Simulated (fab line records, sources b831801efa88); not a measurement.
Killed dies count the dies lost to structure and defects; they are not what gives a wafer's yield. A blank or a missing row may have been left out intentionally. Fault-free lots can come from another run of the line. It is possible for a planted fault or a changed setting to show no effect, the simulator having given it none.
Comparing a struck lot with a sound one || flow sky130 || 34 steps out of a route of 708
Sound: wafers L733.2, L733.4, L733.5. Struck: wafer L752.1 (left out: L752.2, a lot-mate that was not struck); the cause follows at the end.
At each step with rows: each side's tool, then ch and its chambers, then its first start. Under that, the readings that differ: sound wafers || struck wafers || difference of the means || sigmas: that difference in standard deviations of wafers without a fault.
alike: a reading whose means differ by less than 2 such deviations, as well as words and numbers matching on both sides. not compared: withheld readings; readings where some wafer has no value; bounds like >300 that might hide an equal value; numbers whose values overlap and for which the record gives no deviation.
Wherever a step has rows on one side only, a row that says differs or no value, or a row with sigmas, the two part there. When numbers do not overlap yet have no deviation, they are printed without sigmas and do not part them. A reading missing from all wafers of one side parts the sides only when that side holds two or more wafers.

SKY_SD_P_CD_MEAS_07: target cd 380 nm.
  sound on cdSem-01, day 26 02:02; struck on cdSem-02, day 31 22:22
  alike: cdNm
SKY_SD_P_OVL_MEAS_08:
  sound on overlay-01, day 26 02:08; struck on overlay-02, day 31 22:29
  alike: SD_P_OVL
after that, 1 step had no rows for these wafers: SKY_SD_P_IMPLANT_09.
SKY_SD_P_STRIP_10: strips in O2/N2.
  sound on plasmaAsher-04 ch 0,1, day 26 02:19; struck on plasmaAsher-02 ch 0, day 31 22:41
  alike: drypumpMotorCurrentA, n2FlowSccm, oesProductAu, stripTimeToEndpointS
  not compared: rfHoursCounterH
SKY_SD_P_TW_MEAS_11:
  sound on filmMetro-01, day 26 02:26; struck on filmMetro-02, day 31 22:47
  alike: SD_P_TW
then, 7 steps without rows for these wafers: SKY_RES_XHIGH_DEHYDRATE_00 (time 60 s); SKY_RES_XHIGH_HMDS_01 (prime time 60 s); SKY_RES_XHIGH_COAT_02 (resist thk 1140 nm); SKY_RES_XHIGH_SOFTBAKE_03 (time 60 s); SKY_RES_XHIGH_EXPOSE_04 (exposes mask URPM, target cd 1270 nm); SKY_RES_XHIGH_PEB_05; SKY_RES_XHIGH_DEVELOP_06 (develop time 60 s).
SKY_RES_XHIGH_IMPLANT_07:
  sound on implanter-03 ch 0, day 27 06:47; struck on implanter-04 ch 0, day 33 02:29
SKY_RES_XHIGH_STRIP_08: strips in O2/N2.
  sound on plasmaAsher-03 ch 0,1, day 27 06:54; struck on plasmaAsher-01 ch 0, day 33 02:38
{"reading": "drypumpMotorCurrentA (A)", "sound": "6.5 6.3 6.3", "struck": 5.1, "difference": -1.3, "sigmas": -3}
{"reading": "stripTimeToEndpointS (s)", "sound": "14.36 14.28 14.32", "struck": 14.19, "difference": -0.13, "sigmas": -3}
  alike: n2FlowSccm, oesProductAu
  not compared: rfHoursCounterH
SKY_RES_XHIGH_TW_MEAS_09:
  sound on filmMetro-02, day 27 07:01; struck on filmMetro-04, day 33 02:44
  alike: RES_XHIGH_TW
then, 7 steps without rows for these wafers: SKY_SD_N_DEHYDRATE_00 (time 60 s); SKY_SD_N_HMDS_01 (prime time 60 s); SKY_SD_N_COAT_02 (resist thk 1140 nm); SKY_SD_N_SOFTBAKE_03 (time 60 s); SKY_SD_N_EXPOSE_04 (exposes mask NSDM, target cd 380 nm); SKY_SD_N_PEB_05; SKY_SD_N_DEVELOP_06 (develop time 60 s).
SKY_SD_N_CD_MEAS_07: target cd 380 nm.
  sound on cdSem-01, day 28 11:32; struck on cdSem-01, day 34 04:19
{"reading": "cdNm (nm)", "sound": "381.0 384.1 383.3", "struck": 375.7, "difference": -7.1, "sigmas": -3}
SKY_SD_N_OVL_MEAS_08:
  sound on overlay-01, day 28 11:39; struck on overlay-02, day 34 04:26
  alike: SD_N_OVL
then, 2 steps without rows for these wafers: SKY_SD_N_IMPLANT_09; SKY_SD_N_IMPLANT_10.
SKY_SD_N_STRIP_11: strips in O2/N2.
  sound on plasmaAsher-03 ch 1, day 28 11:59; struck on plasmaAsher-04 ch 0, day 34 04:47
  alike: drypumpMotorCurrentA, n2FlowSccm, oesProductAu, stripTimeToEndpointS
  not compared: rfHoursCounterH
SKY_SD_N_TW_MEAS_12:
  sound on filmMetro-02, day 28 12:05; struck on filmMetro-04, day 34 04:53
  alike: SD_N_TW
then, 1 step without rows for these wafers: SKY_SD_N_CLEAN_13 (cleans in SC1/SC2, time 150 s).
SKY_SD_N_RTA_14: time 2 s.
  sound on rtpAnneal-01 ch 0, day 28 12:12; struck on rtpAnneal-01 ch 0, day 34 04:59
  alike: annealTempCMax, lampPowerPct, wafer_temp_C_max
SKY_SD_N_RS_MEAS_16: a four-point-probe measurement.
  sound on filmMetro-01, day 28 12:23; struck on filmMetro-04, day 34 05:10
  alike: SD_N_RS
SKY_SD_N_RS_MEAS_17: a four-point-probe measurement.
  sound on filmMetro-01, day 28 12:31; struck on filmMetro-04, day 34 05:17
  alike: SD_P_RS
SKY_SD_N_RS_MEAS_18: a four-point-probe measurement.
  sound on filmMetro-01, day 28 12:38; struck on filmMetro-04, day 34 05:24
{"reading": "RES_XHIGH_RS (ohm/sq)", "sound": "333.8 334.5 334.6", "struck": 378.9, "difference": "+44.6", "sigmas": "+41"}
then, 1 step without rows for these wafers: SKY_SALICIDE_CLEAN_00 (cleans in HF-last, time 30 s).

WHERE THEY PART
Earliest at SKY_RES_XHIGH_STRIP_08; latest, in this record, at SKY_SD_N_RS_MEAS_18.

WHY: what had been put in by the simulator
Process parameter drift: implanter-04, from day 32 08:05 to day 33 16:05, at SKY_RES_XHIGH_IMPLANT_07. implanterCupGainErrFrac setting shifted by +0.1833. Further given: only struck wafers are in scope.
